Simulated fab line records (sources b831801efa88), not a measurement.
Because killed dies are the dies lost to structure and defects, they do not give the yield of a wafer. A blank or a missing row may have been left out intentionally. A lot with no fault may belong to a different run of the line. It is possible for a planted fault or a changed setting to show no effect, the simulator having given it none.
What tool caused it?    flow gf180mcu    13 lots, 39 wafers sampled, at 2 steps of a route of 602

## WHAT EACH GAUGE READ, for each wafer
GF_V5_CD_MEAS_14: the cd target is 260 nm.
lot   measured      on         cd nm (nm)
L706  day 27 05:55  cd sem-01  257.7 256.2 259.0
L707  day 27 18:31  cd sem-01  260.3 260.9 261.0
L708  day 27 21:10  cd sem-01  257.0 258.0 259.3
L709  day 28 06:09  cd sem-02  260.8 260.2 260.0
L717  day 30 15:27  cd sem-02  258.3 258.6 258.0
L718  day 30 22:51  cd sem-02  260.6 260.6 259.7
L719  day 31 03:04  cd sem-02  260.0 261.6 260.2
L721  day 31 20:41  cd sem-01  259.7 259.2 258.7
L723  day 32 10:27  cd sem-02  262.0 261.5 260.2
L725  day 32 15:14  cd sem-01  259.8 259.6 261.7
L726  day 32 18:51  cd sem-01  262.2 261.9 260.8
L727  day 33 03:42  cd sem-01  260.0 259.8 260.4
L729  day 33 14:13  cd sem-01  263.6 263.5 262.2

## WHICH TOOL RAN EACH LOT (tool, then ch and the chambers of the sampled wafers, then the start)
lot   GF_CONTACT_STRIP_18
L706  plasma asher-01 ch 0, day 16 04:41
L707  plasma asher-04 ch 0,1, day 16 15:12
L708  plasma asher-01 ch 0,1, day 16 19:47
L709  plasma asher-02 ch 0,1, day 17 06:59
L717  plasma asher-02 ch 0,1, day 20 07:10
L718  plasma asher-02 ch 0,1, day 20 17:16
L719  plasma asher-04 ch 0,1, day 20 20:34
L721  plasma asher-01 ch 0,1, day 21 22:10
L723  plasma asher-01 ch 0,1, day 22 14:03
L725  plasma asher-01 ch 0,1, day 23 00:06
L726  plasma asher-01 ch 0,1, day 23 04:27
L727  plasma asher-04 ch 0,1, day 23 14:26
L729  plasma asher-01 ch 0,1, day 24 08:01
- GF_CONTACT_STRIP_18: strips in O2/N2.

## WHAT THE TOOLS THEMSELVES READ (means of the sampled wafers that have a number; where no wafer has one, the mark that the record gives instead)
GF_CONTACT_STRIP_18.
lot   tool             drypump motor current A (A)  heater power w (W)  oes product au (a.u.)
L706  plasma asher-01  6.3                          320                 0.577
L707  plasma asher-04  5.0                          279                 0.580
L708  plasma asher-01  5.4                          316                 0.574
L709  plasma asher-02  5.4                          302                 0.580
L717  plasma asher-02  6.0                          279                 0.576
L718  plasma asher-02  5.4                          293                 0.582
L719  plasma asher-04  5.0                          277                 0.576
L721  plasma asher-01  5.9                          311                 0.572
L723  plasma asher-01  5.4                          302                 0.582
L725  plasma asher-01  5.4                          299                 0.588
L726  plasma asher-01  5.8                          308                 0.576
L727  plasma asher-04  5.0                          278                 0.582
L729  plasma asher-01  5.4                          310                 0.579

## THE ANSWER, worked out from the rows above alone
Rule: the lots themselves supply what counts as usual. Put in order of their means at a reading, lots are off if they are a third of the lots or fewer, leave a main group of 4 or more, and stand apart from it by a gap of 3 or more times the standard deviation of the main group's means; of several such gaps the widest counts. The tables above print the reading to a certain number of digits; a main group whose means all agree to those digits is not used. A lot without any number at a reading at which 4 lots or more have one is off too. Any other lot the step has rows for is counted as sound. The gauges are gone through in route order, then the tools' own readings, and for those a lot's mean is taken as printed above. The first step at which some lot is off is used, and at that step the reading that is off furthest; a lot without a number counts as furthest.
Across all readings shown, no lot is off: no conclusion can be drawn from this.

## WHAT HAD BEEN PUT IN BY THE SIMULATOR
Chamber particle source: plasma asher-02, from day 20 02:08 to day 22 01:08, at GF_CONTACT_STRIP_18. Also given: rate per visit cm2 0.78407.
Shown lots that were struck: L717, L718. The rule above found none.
